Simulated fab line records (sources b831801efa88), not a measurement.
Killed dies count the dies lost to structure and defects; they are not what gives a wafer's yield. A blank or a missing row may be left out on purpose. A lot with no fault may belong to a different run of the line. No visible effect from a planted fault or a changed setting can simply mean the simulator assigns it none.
Problem report in the 8D (eight disciplines) form, filled by code || flow sfqLine || the parts of the form that need people (team, actions taken, sign-off) are left out

1. PROBLEM STATEMENT
thkNm at SFQ_TRILAYER_I2_METRO_MEASURE_065 reads a mean of 179.7 nm on 2 wafers of 2 lots; wafers without a fault read 199.9 nm with a standard deviation of 0.94. Measured from the usual mean, that is -22 standard deviations.
Earliest sighting: wafer L509.3 on filmMetro-03 at day 39 05:10. At this step, 42 wafers from 14 lots have a number in the record. By rule, "out" or "out of limits" means more than 4 standard deviations away from the usual mean. The rest of the wafers with a number are treated as sound.

2. WHAT THIS IS AND IS NOT
{"question": "which readings at this step", "is": "thkNm", "is not": "-"}
{"question": "which lots", "is": "L509, L511", "is not": "L494, L495, L496, L497, L498, L499, L500, L501, L502, L508, L514, L516"}
{"question": "which wafers of those lots", "is": "L509.3, L511.6", "is not": "L509.2, L509.5, L511.4, L511.5"}
{"question": "read on which tools", "is": "filmMetro-02, filmMetro-03", "is not": "filmMetro-04"}
{"question": "when", "is": "from day 39 05:10", "is not": "up to then (32 sound wafers); but 8 sound wafers of L511, L514, L516 came after"}

3. SUSPECTS, AND WHAT RULES EACH OUT
Counting: any tool at a process step up to the reading remains a suspect provided it ran every lot that is out. Sound lots after the first of them don't rule it out here, since some wafers of a struck lot are sound.
- cmp-02 at SFQ_TRILAYER_I2_CMP_CMP_064 (polishes SiO2): kept. Ran every lot that is out, first one L509 (day 38 20:55); last sound lot up to then L502 (day 37 16:42).
- At SFQ_TRILAYER_I2_CMP_CMP_064, inside cmp-02: chamber 0 took the wafers that are out, while their sound lot-mates went through chambers 1, 3.
The count leaves cmp-02 at SFQ_TRILAYER_I2_CMP_CMP_064.

4. THE CAUSE (what the simulator had put in)
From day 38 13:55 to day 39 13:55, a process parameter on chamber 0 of cmp-02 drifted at SFQ_TRILAYER_I2_CMP_CMP_064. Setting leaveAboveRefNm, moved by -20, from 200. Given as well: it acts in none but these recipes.
Only this tool survived the counting.

5. THE EFFECT CHAIN, in route order
Each row: a reading where the mean over the struck wafers with a number is more than 3 standard deviations away from the usual. Only readings whose record carries a usual standard deviation are examined. hours: median over the lots of the time between each lot's start at the first step of this table that gives one and its start at this step. sigmas: the change, counted in usual standard deviations.
{"hours": 0, "step": "SFQ_TRILAYER_I2_METRO_MEASURE_065", "reading": "thkNm", "usual": "199.9 nm", "on struck wafers": 179.7, "change": -20.2, "sigmas": -22}
{"hours": 133, "step": "SFQ_TRILAYER_I2_VIA_ETCH_VIA_ETCH_070", "reading": "oesProductAu", "usual": "0.854 a.u.", "on struck wafers": 0.809, "change": -0.045, "sigmas": -8.8}
Process steps it contains:
- SFQ_TRILAYER_I2_METRO_MEASURE_065
- SFQ_TRILAYER_I2_VIA_ETCH_VIA_ETCH_070: etches SiO2 in CHF3, stops on Nb, target depth 260 nm.

6. WHAT WOULD HAVE CAUGHT IT SOONER
In this record no reading fell out of limits until day 39 05:10, 15 hours after the fault had begun at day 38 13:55.
No tool reading at SFQ_TRILAYER_I2_CMP_CMP_064 that has a usual standard deviation in the record was out on any struck wafer, so an alarm limit of 4 standard deviations on those readings would not have fired.
L511, from the lots that are out (2), started SFQ_TRILAYER_I2_CMP_CMP_064 on cmp-02 later than day 39 05:10. It would have been spared by a hold on the tool at that moment.
